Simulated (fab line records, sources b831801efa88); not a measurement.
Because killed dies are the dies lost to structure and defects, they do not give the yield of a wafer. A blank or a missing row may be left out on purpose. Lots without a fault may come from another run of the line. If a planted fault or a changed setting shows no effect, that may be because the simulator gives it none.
fab line records	flow sky130	part 1 of 2: steps 1 to 30 of 42
record lots=5	wafers=15	last-day=50
route steps=708 shown LDD_N@248 LDD_P@255 LDD_HVN@267 LDD_HVP@278 LDD_LDN@289
lots that met no fault: taken from a fault-free run of the same line
start-h: hours from the record's opening day to when the first of the lot's shown wafers began	wait-h: hours elapsed since this lot's preceding step	" repeats the value in the row above	L1.1+2: one row covering several wafers at once	- no value, or no start given	* or withheld: withheld	< > ~ a bound
route shown NAME@n: names a module that has steps shown in the file, with the first one's number in the route	usual: the fault-free wafers' mean and standard deviation	same: alike in all rows	chamber/n: place in a boat	sites: the reading at each site	_std_site: standard deviation across them	_edge_site: inner sites' mean taken away from outer sites' mean	radius-mm: how far each site lies from the wafer's centre	mask NAME#n: copy n	behind: tool/chamber where the wafer was last shaped	hold: what put the lot on hold/how long, in hours/how the hold closed	device: the transistor (n, p or np) that didn't switch	end of line: at the end of the route, the tests of the same wafers	a step without rows: its recipe alone	killed: at the first sort, the dies lost to defects and structure; wafer yield is something else	map: shows each die of a wafer: x if killed, . if not, _ if none is there
set.NAME: the setting the step ran with; set.NAME@STEP: the setting that earlier step ran with	model.NAME: the simulator's own value behind a step, which no gauge read
a table for each step, a row for each wafer; lots at some steps of the route
services: the hour from which a tool's chamber was out of use, counted from the record's first day as start-h (under 0 if before that day), plus the number of hours and why
## steps
# step SKY_LDD_N_IMPLANT_11
# recipe species=As	energy-kev=20	dose-cm2=7.5e+13	tilt-deg=withheld	rotation-deg=293
# usual faraday-current-uA=422/9.5
lot.wafer	tool	chamber	start-h	wait-h	faraday-current-uA
L078.4	implanter-03	0	447.24	0.1	413
L078.5	"	0	"	"	411
L078.6	"	0	"	"	419
L084.1	implanter-01	0	492.25	0.1	422
L084.2	"	0	"	"	414
L084.4	"	0	"	"	428
L089.1	implanter-04	0	537.76	0.1	431
L089.2	"	0	"	"	415
L089.3	"	0	"	"	439
L095.2	implanter-04	0	591.98	0.1	412
L095.4	"	0	"	"	415
L095.5	"	0	"	"	419
L097.1	implanter-03	0	611.90	0.1	427
L097.2	"	0	"	"	403
L097.5	"	0	"	"	420
# step SKY_LDD_N_IMPLANT_12
# recipe species=BF2	energy-kev=50	dose-cm2=5e+12	tilt-deg=30	rotation-deg=0
# usual faraday-current-uA=28.2/0.54
lot.wafer	tool	chamber	start-h	wait-h	faraday-current-uA
L078.4	implanter-03	0	447.39	0.1	28.4
L078.5	"	0	"	"	27.3
L078.6	"	0	"	"	29.0
L084.1	implanter-01	0	492.40	0.1	27.6
L084.2	"	0	"	"	27.9
L084.4	"	0	"	"	27.5
L089.1	implanter-04	0	537.91	0.1	28.3
L089.2	"	0	"	"	27.8
L089.3	"	0	"	"	28.7
L095.2	implanter-04	0	592.13	0.1	27.9
L095.4	"	0	"	"	28.0
L095.5	"	0	"	"	28.7
L097.1	implanter-03	0	612.05	0.1	29.0
L097.2	"	0	"	"	28.6
L097.5	"	0	"	"	28.0
# step SKY_LDD_N_IMPLANT_13
# recipe species=BF2	energy-kev=50	dose-cm2=5e+12	tilt-deg=30	rotation-deg=90
# usual faraday-current-uA=28.2/0.6
lot.wafer	tool	chamber	start-h	wait-h	faraday-current-uA
L078.4	implanter-03	0	447.54	0.1	27.9
L078.5	"	0	"	"	28.5
L078.6	"	0	"	"	27.4
L084.1	implanter-01	0	492.55	0.1	28.2
L084.2	"	0	"	"	28.7
L084.4	"	0	"	"	27.8
L089.1	implanter-04	0	538.06	0.1	29.0
L089.2	"	0	"	"	28.3
L089.3	"	0	"	"	28.7
L095.2	implanter-04	0	592.28	0.1	29.4
L095.4	"	0	"	"	27.8
L095.5	"	0	"	"	28.1
L097.1	implanter-03	0	612.20	0.1	27.6
L097.2	"	0	"	"	27.5
L097.5	"	0	"	"	28.7
# step SKY_LDD_N_IMPLANT_14
# recipe species=BF2	energy-kev=50	dose-cm2=5e+12	tilt-deg=30	rotation-deg=180
# usual faraday-current-uA=28.3/0.54
lot.wafer	tool	chamber	start-h	wait-h	faraday-current-uA
L078.4	implanter-03	0	447.69	0.1	28.2
L078.5	"	0	"	"	28.5
L078.6	"	0	"	"	27.9
L084.1	implanter-01	0	492.70	0.1	29.0
L084.2	"	0	"	"	28.8
L084.4	"	0	"	"	28.1
L089.1	implanter-04	0	538.21	0.1	28.6
L089.2	"	0	"	"	28.0
L089.3	"	0	"	"	28.3
L095.2	implanter-04	0	592.43	0.1	28.3
L095.4	"	0	"	"	30.3
L095.5	"	0	"	"	27.8
L097.1	implanter-03	0	612.35	0.1	28.7
L097.2	"	0	"	"	28.1
L097.5	"	0	"	"	28.5
# step SKY_LDD_N_IMPLANT_15
# recipe species=BF2	energy-kev=50	dose-cm2=5e+12	tilt-deg=30	rotation-deg=270
# usual faraday-current-uA=28.2/0.6
lot.wafer	tool	chamber	start-h	wait-h	faraday-current-uA
L078.4	implanter-03	0	447.84	0.1	28.2
L078.5	"	0	"	"	27.6
L078.6	"	0	"	"	28.9
L084.1	implanter-01	0	492.85	0.1	28.2
L084.2	"	0	"	"	28.8
L084.4	"	0	"	"	27.6
L089.1	implanter-04	0	538.36	0.1	27.5
L089.2	"	0	"	"	28.4
L089.3	"	0	"	"	27.7
L095.2	implanter-04	0	592.58	0.1	28.9
L095.4	"	0	"	"	28.6
L095.5	"	0	"	"	27.9
L097.1	implanter-03	0	612.50	0.1	27.6
L097.2	"	0	"	"	28.2
L097.5	"	0	"	"	28.5
# step SKY_LDD_N_STRIP_16
# recipe chemistry=O2/N2	power-w=1400	pressure-mtorr=1500	platen-temp-c=withheld	o2-flow-sccm=3000	n2-flow-sccm=300	overash-fraction=0.5
# usual drypump-motor-current-A=5.74/0.13	o2-flow-sccm=3001/8.4	oes-product-au=0.407/0.0047	strip-time-to-endpoint-s=4.318/0.016
lot.wafer	tool	chamber	start-h	wait-h	drypump-motor-current-A	o2-flow-sccm	oes-product-au	rf-hours-counter-h	strip-time-to-endpoint-s
L078.4	plasma-asher-02	0	447.95	0.1	5.60	3002	0.404	-	4.310
L078.5	"	0	"	"	5.61	3001	0.407	-	4.316
L078.6	"	1	"	"	5.87	3000	0.406	-	4.341
L084.1	plasma-asher-01	0	493.00	0.1	5.50	3001	0.402	5	4.310
L084.2	"	1	"	"	5.72	3023	0.400	5	4.291
L084.4	"	0	"	"	5.49	2995	0.407	-	4.338
L089.1	plasma-asher-01	1	538.51	0.1	5.73	3003	0.416	9	4.337
L089.2	"	0	"	"	5.50	3005	0.398	9	4.329
L089.3	"	1	"	"	5.74	3002	0.406	-	4.338
L095.2	plasma-asher-02	1	592.71	0.1	5.89	3006	0.411	46	4.344
L095.4	"	1	"	"	5.85	2993	0.412	-	4.316
L095.5	"	1	"	"	5.87	3004	0.408	-	4.322
L097.1	plasma-asher-01	0	612.65	0.1	5.48	2987	0.411	17	4.306
L097.2	"	1	"	"	5.74	3016	0.411	17	4.322
L097.5	"	1	"	"	5.75	3000	0.401	-	4.286
# step SKY_LDD_N_TW_MEAS_17
# usual LDD_N_TW=2601/16
lot.wafer	tool	chamber	start-h	wait-h	LDD_N_TW
L078.4	film-metro-01	-	448.05	0.1	2632
L078.5	"	-	"	"	2619
L078.6	"	-	"	"	2629
L084.1	film-metro-04	-	493.10	0.1	2586
L084.2	"	-	"	"	2602
L084.4	"	-	"	"	2594
L089.1	film-metro-01	-	538.61	0.1	2611
L089.2	"	-	"	"	2594
L089.3	"	-	"	"	2612
L095.2	film-metro-01	-	592.82	0.1	2616
L095.4	"	-	"	"	2630
L095.5	"	-	"	"	2619
L097.1	film-metro-04	-	612.75	0.1	2619
L097.2	"	-	"	"	2616
L097.5	"	-	"	"	2610
# step SKY_LDD_P_DEHYDRATE_00
# recipe temp-c=200	time-s=60
lot.wafer	tool	chamber	start-h	wait-h
L078.4+5+6	litho-track-03	0	462.31	14.2
L084.1+2+4	litho-track-01	0	508.62	15.5
L089.1+2+3	litho-track-04	0	552.67	14.1
L095.2+4+5	litho-track-01	0	607.04	14.2
L097.1+2+5	litho-track-01	0	626.27	13.5
# step SKY_LDD_P_HMDS_01
# recipe prime-time-s=60	prime-temp-c=120
lot.wafer	tool	chamber	start-h	wait-h
L078.4+5+6	litho-track-03	0	462.46	0.1
L084.1+2+4	litho-track-01	0	508.77	0.1
L089.1+2+3	litho-track-04	0	552.82	0.1
L095.2+4+5	litho-track-01	0	607.19	0.1
L097.1+2+5	litho-track-01	0	626.42	0.1
# step SKY_LDD_P_COAT_02
# recipe resist=NOVOLAK	spin-rpm=3000	resist-thk-nm=1140
lot.wafer	tool	chamber	start-h	wait-h
L078.4+5+6	litho-track-03	0	462.61	0.1
L084.1+2+4	litho-track-01	0	508.92	0.1
L089.1+2+3	litho-track-04	0	552.97	0.1
L095.2+4+5	litho-track-01	0	607.34	0.1
L097.1+2+5	litho-track-01	0	626.57	0.1
# step SKY_LDD_P_SOFTBAKE_03
# recipe temp-c=90	time-s=60	resist=NOVOLAK
lot.wafer	tool	chamber	start-h	wait-h
L078.4+5+6	litho-track-03	0	462.76	0.1
L084.1+2+4	litho-track-01	0	509.07	0.1
L089.1+2+3	litho-track-04	0	553.12	0.1
L095.2+4+5	litho-track-01	0	607.49	0.1
L097.1+2+5	litho-track-01	0	626.72	0.1
# step SKY_LDD_P_EXPOSE_04
# recipe mask-id=PSDM	na=0.6	source-shape=conventional	sigma-outer=0.6	polarization=unpolarized	target-cd-nm=380	dose-mj=138
# usual exposure-dose-mJ-cm2=137.88/0.15
lot.wafer	tool	chamber	start-h	wait-h	mask	exposure-dose-mJ-cm2
L078.4	iline-stepper-02	0	-	-	PSDM#0	137.78
L078.5	"	0	"	"	PSDM#0	137.87
L078.6	"	0	"	"	PSDM#0	137.82
L084.1	iline-stepper-02	0	-	-	PSDM#0	137.74
L084.2	"	0	"	"	PSDM#0	138.18
L084.4	"	0	"	"	PSDM#0	137.90
L089.1	iline-stepper-01	0	-	-	PSDM#0	137.93
L089.2	"	0	"	"	PSDM#0	138.12
L089.3	"	0	"	"	PSDM#0	137.96
L095.2	iline-stepper-02	0	-	-	PSDM#0	137.69
L095.4	"	0	"	"	PSDM#0	137.80
L095.5	"	0	"	"	PSDM#0	137.78
L097.1	iline-stepper-02	0	-	-	PSDM#0	138.13
L097.2	"	0	"	"	PSDM#0	138.06
L097.5	"	0	"	"	PSDM#0	138.20
# step SKY_LDD_P_PEB_05
# recipe temp-c=withheld	time-s=*	resist=NOVOLAK
lot.wafer	tool	chamber	start-h	wait-h
L078.4+5+6	litho-track-01	0	-	-
L084.1+2+4	litho-track-04	0	-	-
L089.1+2+3	litho-track-04	0	-	-
L095.2+4+5	litho-track-03	0	-	-
L097.1+2+5	litho-track-01	0	-	-
# step SKY_LDD_P_DEVELOP_06
# recipe resist=NOVOLAK	developer=TMAH	develop-time-s=60	dev-temp-c=23
lot.wafer	tool	chamber	start-h	wait-h
L078.4+5+6	litho-track-01	0	478.89	0.1
L084.1+2+4	litho-track-04	0	523.77	0.1
L089.1+2+3	litho-track-04	0	567.47	0.1
L095.2+4+5	litho-track-03	0	621.76	0.1
L097.1+2+5	litho-track-01	0	641.72	0.1
# step SKY_LDD_P_CD_MEAS_07
# recipe target-cd-nm=380
# usual cd-nm=379.6/2.1
lot.wafer	tool	chamber	start-h	wait-h	cd-nm
L078.4	cd-sem-01	-	479.03	0.1	380.4
L078.5	"	-	"	"	379.4
L078.6	"	-	"	"	383.2
L084.1	cd-sem-01	-	523.92	0.1	379.7
L084.2	"	-	"	"	380.0
L084.4	"	-	"	"	381.7
L089.1	cd-sem-01	-	567.62	0.1	378.7
L089.2	"	-	"	"	379.2
L089.3	"	-	"	"	380.2
L095.2	cd-sem-02	-	621.90	0.1	376.4
L095.4	"	-	"	"	378.9
L095.5	"	-	"	"	377.6
L097.1	cd-sem-02	-	641.87	0.1	382.2
L097.2	"	-	"	"	381.2
L097.5	"	-	"	"	382.9
# step SKY_LDD_P_OVL_MEAS_08
# usual LDD_P_OVL=0.1/1.2
lot.wafer	tool	chamber	start-h	wait-h	LDD_P_OVL[nm]
L078.4	overlay-01	-	479.11	0.1	3.0
L078.5	"	-	"	"	0.1
L078.6	"	-	"	"	1.7
L084.1	overlay-02	-	524.04	0.1	1.3
L084.2	"	-	"	"	1.6
L084.4	"	-	"	"	1.2
L089.1	overlay-02	-	567.74	0.1	0.0
L089.2	"	-	"	"	-0.5
L089.3	"	-	"	"	-1.6
L095.2	overlay-02	-	622.01	0.1	1.9
L095.4	"	-	"	"	2.1
L095.5	"	-	"	"	0.0
L097.1	overlay-02	-	641.99	0.1	0.7
L097.2	"	-	"	"	-0.2
L097.5	"	-	"	"	0.2
# step SKY_LDD_P_IMPLANT_09
# recipe species=BF2	energy-kev=25	dose-cm2=1e+13	tilt-deg=withheld
# usual faraday-current-uA=56.3/1.2
lot.wafer	tool	chamber	start-h	wait-h	faraday-current-uA
L078.4	implanter-04	0	479.20	0.1	56.7
L078.5	"	0	"	"	55.8
L078.6	"	0	"	"	54.2
L084.1	implanter-02	0	524.08	0.0	56.1
L084.2	"	0	"	"	59.1
L084.4	"	0	"	"	57.3
L089.1	implanter-04	0	567.78	0.0	55.9
L089.2	"	0	"	"	54.5
L089.3	"	0	"	"	56.6
L095.2	implanter-03	0	622.06	0.0	55.8
L095.4	"	0	"	"	56.6
L095.5	"	0	"	"	56.7
L097.1	implanter-03	0	642.02	0.0	57.7
L097.2	"	0	"	"	58.4
L097.5	"	0	"	"	55.0
# step SKY_LDD_P_STRIP_10
# recipe chemistry=O2/N2	power-w=1400	pressure-mtorr=1500	platen-temp-c=withheld	o2-flow-sccm=3000	n2-flow-sccm=300	overash-fraction=0.5
# usual drypump-motor-current-A=5.72/0.17	o2-flow-sccm=3000/8.3	oes-product-au=0.716/0.0044	strip-time-to-endpoint-s=14.20/0.039
lot.wafer	tool	chamber	start-h	wait-h	drypump-motor-current-A	o2-flow-sccm	oes-product-au	rf-hours-counter-h	strip-time-to-endpoint-s
L078.4	plasma-asher-01	0	479.31	0.1	5.48	2989	0.713	-	14.18
L078.5	"	1	"	"	5.74	3011	0.712	-	14.22
L078.6	"	0	"	"	5.47	2984	0.722	-	14.23
L084.1	plasma-asher-01	1	524.23	0.1	5.76	2997	0.711	8	14.19
L084.2	"	0	"	"	5.52	3000	0.712	8	14.20
L084.4	"	0	"	"	5.50	3008	0.716	-	14.17
L089.1	plasma-asher-04	0	567.93	0.1	5.75	3005	0.714	73	14.27
L089.2	"	1	"	"	5.85	2989	0.716	73	14.22
L089.3	"	1	"	"	5.86	3013	0.717	-	14.23
L095.2	plasma-asher-04	1	622.19	0.1	5.88	3012	0.711	78	14.26
L095.4	"	0	"	"	5.77	3006	0.720	-	14.23
L095.5	"	0	"	"	5.75	3007	0.711	-	14.24
L097.1	plasma-asher-03	1	642.17	0.1	5.40	3020	0.715	97	14.13
L097.2	"	0	"	"	5.86	3005	0.712	97	14.20
L097.5	"	1	"	"	5.39	2993	0.719	-	14.17
# step SKY_LDD_P_TW_MEAS_11
# usual LDD_P_TW=641/5.3
lot.wafer	tool	chamber	start-h	wait-h	LDD_P_TW
L078.4	film-metro-04	-	479.40	0.1	632
L078.5	"	-	"	"	634
L078.6	"	-	"	"	634
L084.1	film-metro-02	-	524.33	0.1	648
L084.2	"	-	"	"	647
L084.4	"	-	"	"	650
L089.1	film-metro-04	-	568.03	0.1	642
L089.2	"	-	"	"	643
L089.3	"	-	"	"	641
L095.2	film-metro-04	-	622.30	0.1	640
L095.4	"	-	"	"	641
L095.5	"	-	"	"	639
L097.1	film-metro-03	-	642.27	0.1	634
L097.2	"	-	"	"	631
L097.5	"	-	"	"	632
# step SKY_LDD_HVN_DEHYDRATE_00
# recipe temp-c=200	time-s=60
lot.wafer	tool	chamber	start-h	wait-h
L078.4+5+6	litho-track-04	0	493.95	14.5
L084.1+2+4	litho-track-02	0	538.52	14.2
L089.1+2+3	litho-track-01	0	582.77	14.7
L095.2+4+5	litho-track-01	0	636.59	14.3
L097.1+2+5	litho-track-02	0	655.62	13.3
# step SKY_LDD_HVN_HMDS_01
# recipe prime-time-s=60	prime-temp-c=120
lot.wafer	tool	chamber	start-h	wait-h
L078.4+5+6	litho-track-04	0	494.10	0.1
L084.1+2+4	litho-track-02	0	538.67	0.1
L089.1+2+3	litho-track-01	0	582.92	0.1
L095.2+4+5	litho-track-01	0	636.74	0.1
L097.1+2+5	litho-track-02	0	655.77	0.1
# step SKY_LDD_HVN_COAT_02
# recipe resist=NOVOLAK	spin-rpm=3000	resist-thk-nm=300
lot.wafer	tool	chamber	start-h	wait-h
L078.4+5+6	litho-track-04	0	494.25	0.1
L084.1+2+4	litho-track-02	0	538.82	0.1
L089.1+2+3	litho-track-01	0	583.07	0.1
L095.2+4+5	litho-track-01	0	636.89	0.1
L097.1+2+5	litho-track-02	0	655.92	0.1
# step SKY_LDD_HVN_SOFTBAKE_03
# recipe temp-c=90	time-s=60	resist=NOVOLAK
lot.wafer	tool	chamber	start-h	wait-h
L078.4+5+6	litho-track-04	0	494.40	0.1
L084.1+2+4	litho-track-02	0	538.97	0.1
L089.1+2+3	litho-track-01	0	583.22	0.1
L095.2+4+5	litho-track-01	0	637.04	0.1
L097.1+2+5	litho-track-02	0	656.07	0.1
# step SKY_LDD_HVN_EXPOSE_04
# recipe mask-id=HVNTM	na=0.6	source-shape=conventional	sigma-outer=0.6	polarization=unpolarized	target-cd-nm=700	dose-mj=127
# usual exposure-dose-mJ-cm2=127.01/0.11
lot.wafer	tool	chamber	start-h	wait-h	mask	exposure-dose-mJ-cm2
L078.4	iline-stepper-02	0	-	-	HVNTM#0	127.03
L078.5	"	0	"	"	HVNTM#0	127.22
L078.6	"	0	"	"	HVNTM#0	127.09
L084.1	iline-stepper-02	0	-	-	HVNTM#0	127.05
L084.2	"	0	"	"	HVNTM#0	127.05
L084.4	"	0	"	"	HVNTM#0	127.13
L089.1	iline-stepper-01	0	-	-	HVNTM#0	126.92
L089.2	"	0	"	"	HVNTM#0	126.90
L089.3	"	0	"	"	HVNTM#0	126.94
L095.2	iline-stepper-01	0	-	-	HVNTM#0	127.08
L095.4	"	0	"	"	HVNTM#0	127.01
L095.5	"	0	"	"	HVNTM#0	126.95
L097.1	iline-stepper-02	0	-	-	HVNTM#0	127.14
L097.2	"	0	"	"	HVNTM#0	127.02
L097.5	"	0	"	"	HVNTM#0	127.07
# step SKY_LDD_HVN_PEB_05
# recipe temp-c=withheld	time-s=*	resist=NOVOLAK
lot.wafer	tool	chamber	start-h	wait-h
L078.4+5+6	litho-track-01	0	-	-
L084.1+2+4	litho-track-02	0	-	-
L089.1+2+3	litho-track-02	0	-	-
L095.2+4+5	litho-track-02	0	-	-
L097.1+2+5	litho-track-04	0	-	-
# step SKY_LDD_HVN_DEVELOP_06
# recipe resist=NOVOLAK	developer=TMAH	develop-time-s=60	dev-temp-c=23
lot.wafer	tool	chamber	start-h	wait-h
L078.4+5+6	litho-track-01	0	510.04	0.1
L084.1+2+4	litho-track-02	0	553.22	0.1
L089.1+2+3	litho-track-02	0	597.27	0.1
L095.2+4+5	litho-track-02	0	651.34	0.1
L097.1+2+5	litho-track-04	0	670.42	0.1
# step SKY_LDD_HVN_OVL_MEAS_07
# usual LDD_HVN_OVL=-0.4/1.6
lot.wafer	tool	chamber	start-h	wait-h	LDD_HVN_OVL[nm]
L078.4	overlay-02	-	510.14	0.1	1.5
L078.5	"	-	"	"	1.1
L078.6	"	-	"	"	-0.7
L084.1	overlay-02	-	553.37	0.1	-2.2
L084.2	"	-	"	"	-0.8
L084.4	"	-	"	"	-0.7
L089.1	overlay-02	-	597.42	0.1	-0.7
L089.2	"	-	"	"	-0.3
L089.3	"	-	"	"	0.9
L095.2	overlay-02	-	651.47	0.1	0.1
L095.4	"	-	"	"	-0.9
L095.5	"	-	"	"	0.4
L097.1	overlay-02	-	670.57	0.1	2.6
L097.2	"	-	"	"	-1.0
L097.5	"	-	"	"	-0.2
# step SKY_LDD_HVN_IMPLANT_08
# recipe species=P	energy-kev=60	dose-cm2=3e+13	tilt-deg=40
# usual faraday-current-uA=169.2/2.8
lot.wafer	tool	chamber	start-h	wait-h	faraday-current-uA
L078.4	implanter-04	0	510.23	0.1	171.0
L078.5	"	0	"	"	166.5
L078.6	"	0	"	"	170.1
L084.1	implanter-02	0	553.40	0.0	167.5
L084.2	"	0	"	"	167.5
L084.4	"	0	"	"	166.1
L089.1	implanter-04	0	597.45	0.0	167.2
L089.2	"	0	"	"	163.6
L089.3	"	0	"	"	168.0
L095.2	implanter-04	0	651.53	0.0	170.4
L095.4	"	0	"	"	167.0
L095.5	"	0	"	"	165.4
L097.1	implanter-02	0	670.61	0.0	173.1
L097.2	"	0	"	"	169.7
L097.5	"	0	"	"	172.1
# step SKY_LDD_HVN_STRIP_09
# recipe chemistry=O2/N2	power-w=1400	pressure-mtorr=1500	platen-temp-c=withheld	o2-flow-sccm=3000	n2-flow-sccm=300	overash-fraction=0.5
# usual drypump-motor-current-A=5.66/0.17	o2-flow-sccm=2999/8.2	oes-product-au=0.409/0.0046	strip-time-to-endpoint-s=4.141/0.014
lot.wafer	tool	chamber	start-h	wait-h	drypump-motor-current-A	o2-flow-sccm	oes-product-au	rf-hours-counter-h	strip-time-to-endpoint-s
L078.4	plasma-asher-03	1	510.34	0.1	5.39	3000	0.408	-	4.151
L078.5	"	0	"	"	5.86	3009	0.407	-	4.155
L078.6	"	1	"	"	5.42	2993	0.410	-	4.151
L084.1	plasma-asher-01	0	553.55	0.1	5.50	3005	0.411	11	4.133
L084.2	"	1	"	"	5.74	3006	0.415	11	4.144
L084.4	"	1	"	"	5.74	2999	0.414	-	4.141
L089.1	plasma-asher-01	0	597.60	0.1	5.47	3015	0.409	15	4.158
L089.2	"	1	"	"	5.73	2999	0.404	15	4.123
L089.3	"	0	"	"	5.50	3015	0.405	-	4.140
L095.2	plasma-asher-02	1	651.65	0.1	5.87	3002	0.406	52	4.143
L095.4	"	0	"	"	5.62	3001	0.406	-	4.123
L095.5	"	0	"	"	5.61	3004	0.402	-	4.140
L097.1	plasma-asher-02	1	670.76	0.1	5.87	2995	0.408	54	4.151
L097.2	"	0	"	"	5.60	3007	0.416	54	4.150
L097.5	"	1	"	"	5.88	2983	0.406	-	4.155
# step SKY_LDD_HVN_TW_MEAS_10
# usual LDD_HVN_TW=1453/12
lot.wafer	tool	chamber	start-h	wait-h	LDD_HVN_TW
L078.4	film-metro-01	-	510.43	0.1	1466
L078.5	"	-	"	"	1457
L078.6	"	-	"	"	1460
L084.1	film-metro-02	-	553.65	0.1	1475
L084.2	"	-	"	"	1467
L084.4	"	-	"	"	1473
L089.1	film-metro-01	-	597.70	0.1	1457
L089.2	"	-	"	"	1465
L089.3	"	-	"	"	1458
L095.2	film-metro-01	-	651.76	0.1	1451
L095.4	"	-	"	"	1453
L095.5	"	-	"	"	1453
L097.1	film-metro-02	-	670.86	0.1	1457
L097.2	"	-	"	"	1470
L097.5	"	-	"	"	1464
